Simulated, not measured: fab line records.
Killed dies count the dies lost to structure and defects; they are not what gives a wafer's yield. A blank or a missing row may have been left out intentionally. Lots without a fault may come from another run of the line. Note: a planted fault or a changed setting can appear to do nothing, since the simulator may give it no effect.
8D (eight disciplines) problem report, filled in by code | flow sky130 | the parts of the form that need people (team, actions taken, sign-off) are left out

1. WHAT IS WRONG
On 2 wafers of 1 lot, overpolishRunS at SKY_VIA1_CMP_24 has a mean of 18.125 s; fault-free wafers read 14.999 s, standard deviation 0.0082. So: +99 or more standard deviations from the usual mean.
The step: polishes, stops on SiO2, t overpolish 15 s, target thk 0 nm.
Seen first at day 37 04:42 on cmp-02, wafer L880.4. The record holds 36 wafers of 12 lots with a number at this step. By rule, "out" or "out of limits" means more than 4 standard deviations away from the usual mean. Any other wafer with a number is counted as sound.

2. WHAT THIS IS AND IS NOT
question                    | is                | is not
which readings at this step | overpolishRunS    | motorCurrentA, timeToEndpointS
which lots                  | L880              | L871, L873, L876, L877, L878, L882, L890, L891, L892, L893, L894
which wafers of those lots  | L880.4, L880.5    | L880.6
read on which tools         | cmp-02            | cmp-01
when                        | from day 37 04:42 | up to then (16 sound wafers); but 18 sound wafers of L882, L890, L891, L892, L893, L894 came after

3. SUSPECTS, AND WHAT RULES EACH OUT
Counting: any tool at a process step up to the reading remains a suspect provided it ran every lot that is out. Sound lots after the first of them don't rule it out here, since some wafers of a struck lot are sound.
- pecvd-02 at SKY_CONTACT_CVD_00 (deposits Si3N4, target thk 75 nm): kept. It processed L880, the lot that is out, at day 33 17:35, and its most recent sound lot before then was L876 at day 32 16:29.
- cmp-02 at SKY_VIA1_CMP_24 (polishes, stops on SiO2, t overpolish 15 s, target thk 0 nm): kept. It processed L880, the lot that is out, at day 37 04:42, and its most recent sound lot before then was L878 at day 36 13:52. Out on those wafers are its own readings of overpolishRunS.
- At SKY_CONTACT_CVD_00 on pecvd-02, chamber 1 took the sound wafers of the same lots and chamber 2 took the wafers that are out.
- At SKY_VIA1_CMP_24 on cmp-02, chamber 1 took the sound wafers of the same lots and chamber 0 took the wafers that are out.
The count leaves cmp-02 at SKY_VIA1_CMP_24 and pecvd-02 at SKY_CONTACT_CVD_00.

4. THE CAUSE (what the simulator had put in)
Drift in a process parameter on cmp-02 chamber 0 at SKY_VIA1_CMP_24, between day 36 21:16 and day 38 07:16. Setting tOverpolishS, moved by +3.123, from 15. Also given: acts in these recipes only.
Counting leaves 2 suspects; this tool is one of them.

5. THE EFFECT CHAIN, in route order
Each row: a reading where the mean over the struck wafers with a number is more than 3 standard deviations away from the usual. Only readings for which the record gives a usual standard deviation are gone through. hours: the time from each lot's start at the first step in this table that gives one to its start at this step, as a median over the lots. sigmas: the change in usual standard deviations.
hours | step            | reading        | usual    | on struck wafers | change | sigmas
0     | SKY_VIA1_CMP_24 | overpolishRunS | 14.999 s | 18.125           | +3.126 | +99 or more
Its process steps:
- SKY_VIA1_CMP_24: polishes, stops on SiO2, t overpolish 15 s, target thk 0 nm.
At these later measuring or inspecting steps, every struck wafer for which the step has a row has a number for every such reading, and none has moved that far: SKY_METAL2_OVL_MEAS_16.

6. HOW IT WOULD HAVE BEEN CAUGHT EARLIER
In this record no reading fell out of limits until day 37 04:42, 7 hours after the fault had begun at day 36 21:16.
